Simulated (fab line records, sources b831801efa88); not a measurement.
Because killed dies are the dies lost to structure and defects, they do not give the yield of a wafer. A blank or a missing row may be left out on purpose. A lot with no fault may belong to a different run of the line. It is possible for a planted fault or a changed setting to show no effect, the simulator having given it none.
One fault through the eyes of 2 desks	flow gf180mcu	each desk has only its own numbers; what lay behind them comes last

AT THE METROLOGY DESK
Means of the sampled wafers that have a number, per lot and without regard to the tool the lot ran on: this is what the gauges read. A lot is out of limits, marked OUT, if its mean lies more than 4 standard deviations from the usual mean; the brackets give that distance.
Columns: A = MVSD_RS at GF_VT_IMPLANT_RS_MEAS_46, usual 457.1 ohm/sq; B = POLY_GATE_CVD_00_THK at GF_POLY_GATE_THK_MEAS_01, usual 199.9 nm
lot	first seen here	A	B
L513	day 8 00:59	456.5	200.3
L514	day 8 10:27	458.5	200.1
L515	day 8 10:35	457.2	201.9
L524	day 10 14:51	456.7	273.0 (+41) OUT
L525	day 10 21:23	457.6	200.0
L526	day 11 05:32	457.8	197.3
L527	day 11 10:27	457.1	199.0
L529	day 12 01:12	456.4	197.4
L532	day 12 22:27	456.2	196.8
L533	day 13 02:27	456.2	201.0
L534	day 13 15:27	457.9	199.6
L535	day 13 16:31	457.2	200.1
L536	day 14 00:20	455.6	201.3
This desk finds L524 out of limits, with the earliest case on L524 at day 11 18:38 (POLY_GATE_CVD_00_THK at GF_POLY_GATE_THK_MEAS_01). L513, L514, L515, L525, L526, L527, L529, L532, L533, L534, L535, L536 stayed within limits.

FOR THE TOOL OWNER'S DESK: lpcvd-02
The tool's own readings at GF_POLY_GATE_CVD_00 (deposits poly-Si, target thk 200 nm, time 1200 s): means of the sampled wafers that have a number, for each lot that ran on this tool. A lot is out of limits, marked OUT, if its mean lies more than 4 standard deviations from the usual mean; the brackets give that distance.
Columns: A = pressure_mtorr at GF_POLY_GATE_CVD_00, usual 200.0 mTorr; B = zone_power_top_pct at GF_POLY_GATE_CVD_00, usual 19.0 %
lot	first seen here	A	B
L513	day 8 20:37	199.8	17.6
L524	day 11 16:38	200.2	21.1
L525	day 11 22:13	200.1	17.8
L533	day 14 06:02	200.1	21.1
Result from this desk: across the 4 lots, nothing is out of limits.

TAKEN TOGETHER
On L524, the metrology desk was in a position to raise an alarm at day 11 18:38.
The desk of the tool owner found nothing out of limits.
The tool owner's desk has L524 on record, within its limits.
Of the lots named, all ran GF_POLY_GATE_CVD_00 on lpcvd-02.

WHAT WAS PUT IN BY THE SIMULATOR
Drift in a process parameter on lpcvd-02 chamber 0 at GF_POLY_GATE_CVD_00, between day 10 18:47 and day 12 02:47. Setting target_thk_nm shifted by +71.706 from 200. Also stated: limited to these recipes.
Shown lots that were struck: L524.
Per desk, hours elapsed from the start of the fault to the first reading out of limits: for the metrology desk, 24.
